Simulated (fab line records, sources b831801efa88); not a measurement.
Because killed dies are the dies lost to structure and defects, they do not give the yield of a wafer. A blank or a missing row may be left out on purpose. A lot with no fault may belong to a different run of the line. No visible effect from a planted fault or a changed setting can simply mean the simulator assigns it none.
8D (eight disciplines) problem report, filled in by code    flow sky130    the parts of the form that need people (team, actions taken, sign-off) are left out

## 1. PROBLEM STATEMENT
Wafers without a fault read 0.855 a.u., standard deviation 0.005; oes product au at SKY_VIA2_ETCH_14 reads a mean of 0.819 a.u. on 2 wafers belonging to 2 lots. Relative to the usual mean, that is a shift of -7.1 standard deviations.
The step: etches BARC in N2/H2, stops on SiO2, time 45.9 s, target depth 60 nm.
First observed at day 39 07:29: wafer L722.2, on rie diel-02. At this step, 42 wafers from 14 lots have a number in the record. Rule for "out" (also "out of limits"): further than 4 standard deviations from the usual mean. Any other wafer with a number is counted as sound.

## 2. WHAT IT IS AND WHAT IT IS NOT
question                     is                 is not
which readings at this step  oes product au     drypump motor current A, throttle valve pct
which lots                   L722, L723         L713, L715, L716, L717, L718, L720, L721, L724, L732, L733, L735, L736
which wafers of those lots   L722.2, L723.5     L722.3, L722.6, L723.1, L723.2
read on which tools          rie diel-02        rie diel-01, rie diel-03
when                         from day 39 07:29  up to then (23 sound wafers); but 17 sound wafers of L723, L724, L732, L733, L735, L736 came after

## 3. SUSPECTS, AND WHAT RULES EACH OUT
Counting: a tool at a process step up to the reading stays a suspect if it ran every lot that is out. Sound lots after the first of them don't rule it out here, since some wafers of a struck lot are sound.
- rie diel-02 at SKY_VIA2_ETCH_14 (etches BARC in N2/H2, stops on SiO2, time 45.9 s, target depth 60 nm): kept. It ran every lot that is out, first L722 (day 39 07:29); its last sound lot up to then is L721 (day 38 22:44). Out on those wafers are its own readings of oes product au.
- rie diel-02, SKY_VIA2_ETCH_14: wafers that are out in chamber 1, sound lot-mates in chambers 0, 2, 3.
The count leaves rie diel-02 at SKY_VIA2_ETCH_14.

## 4. THE CAUSE (what the simulator had put in)
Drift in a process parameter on rie diel-02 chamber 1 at SKY_VIA2_ETCH_14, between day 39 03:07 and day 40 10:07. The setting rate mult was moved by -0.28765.
This tool alone remained once counting was done.

## 5. THE CHAIN OF EFFECTS, in route order
One row per reading whose mean, taken over the struck wafers that have a number, lies over 3 standard deviations from the usual. Only readings for which the record gives a usual standard deviation are gone through. hours: the time from each lot's start at the first step in this table that gives one to its start at this step, as a median over the lots. sigmas: the change in usual standard deviations.
hours  step               reading                   usual       on struck wafers  change  sigmas
0      SKY_VIA2_ETCH_14   oes product au            0.855 a.u.  0.819             -0.036  -7.1
0      SKY_VIA2_ETCH_15   oes product au            0.940 a.u.  0.375             -0.565  -99 or more
0      SKY_VIA2_STRIP_16  strip time to endpoint s  4.044 s     4.178             +0.134  +6.4
It contains these process steps:
- SKY_VIA2_ETCH_14: etches BARC in N2/H2, stops on SiO2, time 45.9 s, target depth 60 nm.
- SKY_VIA2_ETCH_15: etches SiO2 in C4F8/O2/Ar, stops on TiN, target depth 546 nm, time 84 s.
- SKY_VIA2_STRIP_16: strips in O2/N2.

## 6. HOW IT WOULD HAVE BEEN CAUGHT EARLIER
The fault began at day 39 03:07; the first out-of-limits reading in this record came at day 39 07:29, 4 hours later.
